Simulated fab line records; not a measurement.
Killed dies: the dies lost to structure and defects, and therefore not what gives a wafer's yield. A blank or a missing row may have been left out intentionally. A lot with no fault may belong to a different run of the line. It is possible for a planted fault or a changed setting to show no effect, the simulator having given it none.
Which tool was responsible? :: flow sky130 :: 13 lots with 39 wafers sampled at 3 steps, on a route of 708 steps

WHAT EACH GAUGE READ, for each wafer
SKY_VT_ADJUST_HVTR_CD_MEAS_07 targets a cd of 380 nm. Usual: 380.1 nm for cd-nm, sd 2.8.
lot: L499
measured: day 9 07:44
on: cd-sem-02
cd-nm (nm): 377.2 379.7 377.9
flag: 

lot: L500
measured: day 9 17:55
on: cd-sem-01
cd-nm (nm): 379.4 376.6 377.0
flag: 

lot: L501
measured: day 10 00:31
on: cd-sem-01
cd-nm (nm): 384.1 383.4 381.1
flag: 

lot: L502
measured: day 10 10:13
on: cd-sem-02
cd-nm (nm): 383.8 386.2 386.0
flag: 

lot: L503
measured: day 10 18:13
on: cd-sem-02
cd-nm (nm): 382.3 382.3 378.1
flag: 

lot: L504
measured: day 11 00:35
on: cd-sem-01
cd-nm (nm): 377.3 378.7 376.6
flag: 

lot: L505
measured: day 11 02:40
on: cd-sem-02
cd-nm (nm): 384.4 384.5 384.4
flag: 

lot: L512
measured: day 13 11:23
on: cd-sem-01
cd-nm (nm): 380.8 384.6 383.1
flag: 

lot: L513
measured: day 13 18:24
on: cd-sem-01
cd-nm (nm): 381.9 381.1 381.7
flag: 

lot: L514
measured: day 13 21:58
on: cd-sem-01
cd-nm (nm): 381.0 380.2 377.3
flag: 

lot: L520
measured: day 15 17:37
on: cd-sem-01
cd-nm (nm): 381.5 379.8 380.8
flag: 

lot: L521
measured: day 16 03:04
on: cd-sem-01
cd-nm (nm): 379.1 380.1 380.5
flag: 

lot: L522
measured: day 16 10:37
on: cd-sem-02
cd-nm (nm): 383.0 382.9 383.6
flag: 

SKY_LDD_N_TW_MEAS_17. Usual: for LDD_N_TW the level is 2593 and the standard deviation is 16.
lot: L499
measured: day 17 17:18
on: film-metro-04
LDD_N_TW: 2598 2595 2612
flag: 

lot: L500
measured: day 17 23:36
on: film-metro-03
LDD_N_TW: 2567 2570 2580
flag: 

lot: L501
measured: day 18 12:53
on: film-metro-03
LDD_N_TW: 2578 2588 2582
flag: 

lot: L502
measured: day 19 09:36
on: film-metro-02
LDD_N_TW: 2603 2618 2618
flag: 

lot: L503
measured: day 19 09:54
on: film-metro-03
LDD_N_TW: 2608 2590 2578
flag: 

lot: L504
measured: day 19 20:07
on: film-metro-03
LDD_N_TW: 2596 2596 2576
flag: 

lot: L505
measured: day 19 19:42
on: film-metro-02
LDD_N_TW: 2610 2601 2587
flag: 

lot: L512
measured: day 22 16:18
on: film-metro-03
LDD_N_TW: 2579 2583 2574
flag: 

lot: L513
measured: day 23 02:46
on: film-metro-04
LDD_N_TW: 2610 2612 2607
flag: 

lot: L514
measured: day 23 04:22
on: film-metro-04
LDD_N_TW: 2607 2597 2600
flag: 

lot: L520
measured: day 25 05:09
on: film-metro-02
LDD_N_TW: 2609 2612 2604
flag: 

lot: L521
measured: day 25 14:00
on: film-metro-03
LDD_N_TW: 2578 2569 2570
flag: 

lot: L522
measured: day 25 22:24
on: film-metro-03
LDD_N_TW: 2578 2578 2577
flag: 

WHAT TOOL EACH LOT RAN ON (gives the tool, then ch and the chambers of the sampled wafers, and finally the start)
lot: L499
SKY_VT_ADJUST_HVTP_STRIP_10: plasma-asher-04 ch 0,1, day 6 00:40

lot: L500
SKY_VT_ADJUST_HVTP_STRIP_10: plasma-asher-02 ch 0,1, day 6 09:51

lot: L501
SKY_VT_ADJUST_HVTP_STRIP_10: plasma-asher-01 ch 0,1, day 6 13:45

lot: L502
SKY_VT_ADJUST_HVTP_STRIP_10: plasma-asher-04 ch 0,1, day 6 22:01

lot: L503
SKY_VT_ADJUST_HVTP_STRIP_10: plasma-asher-04 ch 0,1, day 7 05:52

lot: L504
SKY_VT_ADJUST_HVTP_STRIP_10: plasma-asher-01 ch 0,1, day 7 11:25

lot: L505
SKY_VT_ADJUST_HVTP_STRIP_10: plasma-asher-02 ch 0,1, day 7 12:13

lot: L512
SKY_VT_ADJUST_HVTP_STRIP_10: plasma-asher-04 ch 0,1, day 9 12:34

lot: L513
SKY_VT_ADJUST_HVTP_STRIP_10: plasma-asher-04 ch 0,1, day 9 18:27

lot: L514
SKY_VT_ADJUST_HVTP_STRIP_10: plasma-asher-01 ch 0,1, day 9 23:24

lot: L520
SKY_VT_ADJUST_HVTP_STRIP_10: plasma-asher-01 ch 0,1, day 11 10:31

lot: L521
SKY_VT_ADJUST_HVTP_STRIP_10: plasma-asher-02 ch 0,1, day 11 21:12

lot: L522
SKY_VT_ADJUST_HVTP_STRIP_10: plasma-asher-04 ch 0,1, day 12 01:55
- SKY_VT_ADJUST_HVTP_STRIP_10: strips in O2/N2.

WHAT THE TOOLS THEMSELVES READ (means of the sampled wafers that have a number; where no wafer has one, the mark that the record gives instead)
SKY_VT_ADJUST_HVTP_STRIP_10. Usual: drypump-motor-current-A 5.7 A, standard deviation 0.47; n2-flow-sccm 300.1 sccm, standard deviation 0.99; oes-product-au 0.715 a.u., standard deviation 0.0049; strip-time-to-endpoint-s 14.19 s, standard deviation 0.045.
lot: L499
tool: plasma-asher-04
drypump-motor-current-A (A): 6.0
n2-flow-sccm (sccm): 299.8
oes-product-au (a.u.): 0.712
strip-time-to-endpoint-s (s): 14.21
flag: 

lot: L500
tool: plasma-asher-02
drypump-motor-current-A (A): 5.1
n2-flow-sccm (sccm): 301.4
oes-product-au (a.u.): 0.718
strip-time-to-endpoint-s (s): 14.19
flag: 

lot: L501
tool: plasma-asher-01
drypump-motor-current-A (A): 5.9
n2-flow-sccm (sccm): 301.0
oes-product-au (a.u.): 0.718
strip-time-to-endpoint-s (s): 14.13
flag: 

lot: L502
tool: plasma-asher-04
drypump-motor-current-A (A): 6.0
n2-flow-sccm (sccm): 300.5
oes-product-au (a.u.): 0.714
strip-time-to-endpoint-s (s): 14.22
flag: 

lot: L503
tool: plasma-asher-04
drypump-motor-current-A (A): 5.9
n2-flow-sccm (sccm): 299.4
oes-product-au (a.u.): 0.717
strip-time-to-endpoint-s (s): 14.16
flag: 

lot: L504
tool: plasma-asher-01
drypump-motor-current-A (A): 5.8
n2-flow-sccm (sccm): 299.7
oes-product-au (a.u.): 0.718
strip-time-to-endpoint-s (s): 14.26
flag: 

lot: L505
tool: plasma-asher-02
drypump-motor-current-A (A): 5.1
n2-flow-sccm (sccm): 299.5
oes-product-au (a.u.): 0.717
strip-time-to-endpoint-s (s): 14.19
flag: 

lot: L512
tool: plasma-asher-04
drypump-motor-current-A (A): 6.0
n2-flow-sccm (sccm): 300.5
oes-product-au (a.u.): 0.715
strip-time-to-endpoint-s (s): 14.20
flag: 

lot: L513
tool: plasma-asher-04
drypump-motor-current-A (A): 5.9
n2-flow-sccm (sccm): 299.1
oes-product-au (a.u.): 0.716
strip-time-to-endpoint-s (s): 14.24
flag: 

lot: L514
tool: plasma-asher-01
drypump-motor-current-A (A): 5.8
n2-flow-sccm (sccm): 300.0
oes-product-au (a.u.): 0.718
strip-time-to-endpoint-s (s): 14.18
flag: 

lot: L520
tool: plasma-asher-01
drypump-motor-current-A (A): 5.8
n2-flow-sccm (sccm): 299.3
oes-product-au (a.u.): 0.715
strip-time-to-endpoint-s (s): 14.20
flag: 

lot: L521
tool: plasma-asher-02
drypump-motor-current-A (A): 5.1
n2-flow-sccm (sccm): 299.3
oes-product-au (a.u.): 0.719
strip-time-to-endpoint-s (s): 14.11
flag: 

lot: L522
tool: plasma-asher-04
drypump-motor-current-A (A): 6.0
n2-flow-sccm (sccm): 299.6
oes-product-au (a.u.): 0.712
strip-time-to-endpoint-s (s): 14.17
flag: 

THE ANSWER, worked out from the rows above alone
Rule: lot off if the mean of its wafers having a number is beyond 3 standard deviations from the usual mean. A lot without any number at a reading at which 4 lots or more have one is off too. The other lots that the step has rows for count as sound. First the gauges in route order, then the tools' own readings, where a lot's mean is used as printed above. The first step at which some lot is off is used, and at that step the reading that is off furthest; a lot without a number counts as furthest.
No lot is off at any reading shown: from this, nothing can be told.

WHAT THE SIMULATOR HAD PUT IN
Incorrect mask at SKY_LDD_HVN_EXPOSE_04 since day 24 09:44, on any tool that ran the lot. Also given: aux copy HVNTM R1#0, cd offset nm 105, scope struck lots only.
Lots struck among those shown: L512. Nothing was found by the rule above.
